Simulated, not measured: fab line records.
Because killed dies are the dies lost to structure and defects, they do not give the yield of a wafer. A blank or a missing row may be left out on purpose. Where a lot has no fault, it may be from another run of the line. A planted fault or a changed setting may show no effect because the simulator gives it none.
A single fault, viewed from 2 desks || flow gf180mcu || every desk sees just its own numbers, and what lay behind them comes last

## METROLOGY DESK
Lot by lot, what the gauges showed, no matter which tool ran the lot: averages of those sampled wafers that carry a number. A lot is out of limits, marked OUT, if its mean lies more than 4 standard deviations from the usual mean; the brackets give that distance.
Columns: A = V5_BOW at GF_V5_BOW_MEAS_05, usual 131 um
{"lot": "L635", "first seen here": "day 26 12:11", "A": 137}
{"lot": "L636", "first seen here": "day 26 14:58", "A": 122}
{"lot": "L637", "first seen here": "day 27 01:58", "A": 135}
{"lot": "L638", "first seen here": "day 27 10:51", "A": 133}
{"lot": "L639", "first seen here": "day 27 20:08", "A": 131}
{"lot": "L646", "first seen here": "day 29 21:34", "A": 124}
{"lot": "L647", "first seen here": "day 30 08:48", "A": 130}
{"lot": "L650", "first seen here": "day 31 13:40", "A": 135}
{"lot": "L651", "first seen here": "day 31 20:44", "A": 118}
{"lot": "L652", "first seen here": "day 32 02:08", "A": 128}
{"lot": "L655", "first seen here": "day 32 10:34", "A": 121}
{"lot": "L656", "first seen here": "day 32 16:12", "A": 138}
{"lot": "L657", "first seen here": "day 33 00:52", "A": 121}
This desk found nothing out of limits on any of the 13 lots.

## DESK OF THE TOOL OWNER: lithoTrack-03
The tool's own readings at GF_V5_SOFTBAKE_10 (time 60 s): means of the sampled wafers that have a number, for each lot that ran on this tool. A lot is out of limits, marked OUT, if its mean lies more than 4 standard deviations from the usual mean; the brackets give that distance.
Columns: A = chillPlateTempC at GF_V5_SOFTBAKE_10, usual 23.01 C; B = runLengthS at GF_V5_SOFTBAKE_10, usual 89.20 s
{"lot": "L637", "first seen here": "day 27 11:00", "A": 22.99, "B": 89.10}
{"lot": "L646", "first seen here": "day 30 06:00", "A": 22.95, "B": "103.64 (+72) OUT"}
{"lot": "L647", "first seen here": "day 30 17:00", "A": 22.89, "B": "103.61 (+72) OUT"}
Finding of this desk: L646, L647 out of limits; the first was L646 at day 30 06:00, on runLengthS at GF_V5_SOFTBAKE_10. L637 stayed within limits.

## ALL TOGETHER
The tool owner's desk could have raised an alarm at day 30 06:00, on L646, L647.
The metrology desk saw nothing out of limits.
The metrology desk holds a record of L646, L647, inside its limits.
On lithoTrack-03, each named lot ran GF_V5_SOFTBAKE_10.

## WHAT WAS PUT IN BY THE SIMULATOR
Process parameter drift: lithoTrack-03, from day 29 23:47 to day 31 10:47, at GF_V5_SOFTBAKE_10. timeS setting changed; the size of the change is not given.
Struck lots among those shown: L646, L647.
Each desk's first reading out of limits, in hours after the fault started: the tool owner's desk, 6.
